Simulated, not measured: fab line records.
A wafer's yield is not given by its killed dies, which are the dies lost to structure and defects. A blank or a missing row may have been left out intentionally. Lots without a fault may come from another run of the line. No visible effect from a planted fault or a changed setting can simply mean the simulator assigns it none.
Which tool was responsible? | flow sky130 | 12 lots with 36 wafers sampled at 4 steps, on a route of 708 steps

== WHAT THE GAUGES READ, wafer by wafer ==
SKY_SONOS_ONO_THK_MEAS_01. Usual: SONOS_ONO_OXIDATION_THK 2.67 nm, standard deviation 0.053.
lot  | measured     | on            | SONOS_ONO_OXIDATION_THK (nm) | flag
L348 | day 11 09:11 | film metro-01 | 2.71 2.69 2.70               |
L350 | day 12 00:29 | film metro-04 | 2.65 2.52 2.63               |
L354 | day 13 07:09 | film metro-01 | 2.69 2.72 2.66               |
L355 | day 13 15:43 | film metro-04 | 2.66 2.71 2.69               |
L364 | day 16 18:07 | film metro-01 | 2.62 2.67 2.69               |
L365 | day 17 04:21 | film metro-03 | 2.65 2.69 2.66               |
L366 | day 17 04:41 | film metro-01 | 2.63 2.63 2.72               |
L367 | day 17 16:31 | film metro-03 | 2.63 2.64 2.66               |
L368 | day 18 05:11 | film metro-03 | 2.69 2.64 2.60               |
L369 | day 18 11:28 | film metro-03 | 2.57 2.67 2.57               |
L370 | day 18 16:31 | film metro-03 | 2.67 2.66 2.69               |
L371 | day 18 23:39 | film metro-03 | 2.66 2.69 2.71               |

SKY_POLY_GATE_THK_MEAS_01. Usual: POLY_GATE_CVD_00_THK 179.9 nm, standard deviation 1.6.
lot  | measured     | on            | POLY_GATE_CVD_00_THK (nm) | flag
L348 | day 13 19:50 | film metro-01 | 179.4 179.7 179.4         |
L350 | day 14 13:55 | film metro-03 | 182.4 181.2 180.0         |
L354 | day 15 21:43 | film metro-02 | 233.1 232.3 231.6         | OFF
L355 | day 16 06:12 | film metro-03 | 233.8 233.0 230.9         | OFF
L364 | day 19 17:05 | film metro-03 | 182.0 181.4 180.5         |
L365 | day 20 05:43 | film metro-02 | 181.4 181.6 181.7         |
L366 | day 20 03:55 | film metro-02 | 180.7 181.2 180.5         |
L367 | day 20 12:35 | film metro-03 | 180.8 179.6 179.9         |
L368 | day 21 04:05 | film metro-02 | 178.6 178.1 178.6         |
L369 | day 21 09:14 | film metro-02 | 179.3 179.5 178.1         |
L370 | day 21 17:31 | film metro-01 | 176.8 176.0 179.0         |
L371 | day 22 00:50 | film metro-02 | 179.2 179.2 178.9         |

== TOOL THAT RAN EACH LOT (tool first, then ch and the chambers of the sampled wafers, then the start) ==
lot  | SKY_VT_ADJUST_NCORE_STRIP_10         | SKY_POLY_GATE_CVD_00
L348 | plasma asher-02 ch 0,1, day 8 12:58  | lpcvd-01 ch 1, day 13 18:38
L350 | plasma asher-04 ch 0,1, day 9 02:42  | lpcvd-01 ch 0, day 14 12:43
L354 | plasma asher-01 ch 0,1, day 10 05:28 | lpcvd-01 ch 1, day 15 20:31
L355 | plasma asher-04 ch 0,1, day 10 12:59 | lpcvd-01 ch 1, day 16 04:59
L364 | plasma asher-04 ch 0,1, day 13 05:31 | lpcvd-01 ch 1, day 19 15:53
L365 | plasma asher-04 ch 0,1, day 13 15:47 | lpcvd-01 ch 1, day 20 03:55
L366 | plasma asher-04 ch 0,1, day 13 16:13 | lpcvd-01 ch 0, day 20 02:07
L367 | plasma asher-04 ch 0,1, day 14 02:38 | lpcvd-01 ch 1, day 20 11:23
L368 | plasma asher-01 ch 0,1, day 14 13:08 | lpcvd-01 ch 1, day 21 02:52
L369 | plasma asher-01 ch 0,1, day 14 18:56 | lpcvd-01 ch 0, day 21 08:01
L370 | plasma asher-01 ch 1, day 14 23:54   | lpcvd-01 ch 0, day 21 16:19
L371 | plasma asher-02 ch 0,1, day 15 07:03 | lpcvd-01 ch 0, day 21 23:01
- SKY_VT_ADJUST_NCORE_STRIP_10: strips in O2/N2.
- SKY_POLY_GATE_CVD_00: deposits poly-Si, target thk 180 nm, time 720 s.

== WHAT THE TOOLS THEMSELVES READ (means of the sampled wafers that have a number; where no wafer has one, the mark that the record gives instead) ==
SKY_VT_ADJUST_NCORE_STRIP_10. Usual: drypump motor current A 5.7 A, standard deviation 0.39; oes product au 0.716 a.u., standard deviation 0.0046; strip time to endpoint s 14.17 s, standard deviation 0.045.
lot  | tool            | drypump motor current A (A) | oes product au (a.u.) | strip time to endpoint s (s) | flag
L348 | plasma asher-02 | 5.9                         | 0.719                 | 14.15                        |
L350 | plasma asher-04 | 6.1                         | 0.714                 | 14.22                        |
L354 | plasma asher-01 | 5.4                         | 0.714                 | 14.20                        |
L355 | plasma asher-04 | 6.0                         | 0.715                 | 14.17                        |
L364 | plasma asher-04 | 6.1                         | 0.713                 | 14.16                        |
L365 | plasma asher-04 | 5.8                         | 0.715                 | 14.16                        |
L366 | plasma asher-04 | 5.8                         | 0.714                 | 14.15                        |
L367 | plasma asher-04 | 5.8                         | 0.714                 | 14.19                        |
L368 | plasma asher-01 | 5.4                         | 0.717                 | 14.16                        |
L369 | plasma asher-01 | 5.4                         | 0.716                 | 14.16                        |
L370 | plasma asher-01 | 5.5                         | 0.714                 | 14.20                        |
L371 | plasma asher-02 | 5.9                         | 0.715                 | 14.12                        |

== THE ANSWER, worked out from the rows above alone ==
Rule: lot off if the mean of its wafers having a number is beyond 3 standard deviations from the usual mean. A lot without any number at a reading at which 4 lots or more have one is off too. The other lots that the step has rows for count as sound. After the gauges, taken in route order, come the tools' own readings; for these a lot's mean is taken, as printed above. At the first step where some lot is off, the reading lying furthest off is the one used; lots without a number count as furthest.
Off: at SKY_POLY_GATE_THK_MEAS_01 (POLY_GATE_CVD_00_THK), L354, L355.
A tool fits if, at a process step before that reading, it ran every lot that is off, and no sound lot after the first of them. Gauges at SKY_POLY_GATE_THK_MEAS_01: tried the same way as those tools. No candidate that was tried fits.

== WHAT THE SIMULATOR HAD INSERTED ==
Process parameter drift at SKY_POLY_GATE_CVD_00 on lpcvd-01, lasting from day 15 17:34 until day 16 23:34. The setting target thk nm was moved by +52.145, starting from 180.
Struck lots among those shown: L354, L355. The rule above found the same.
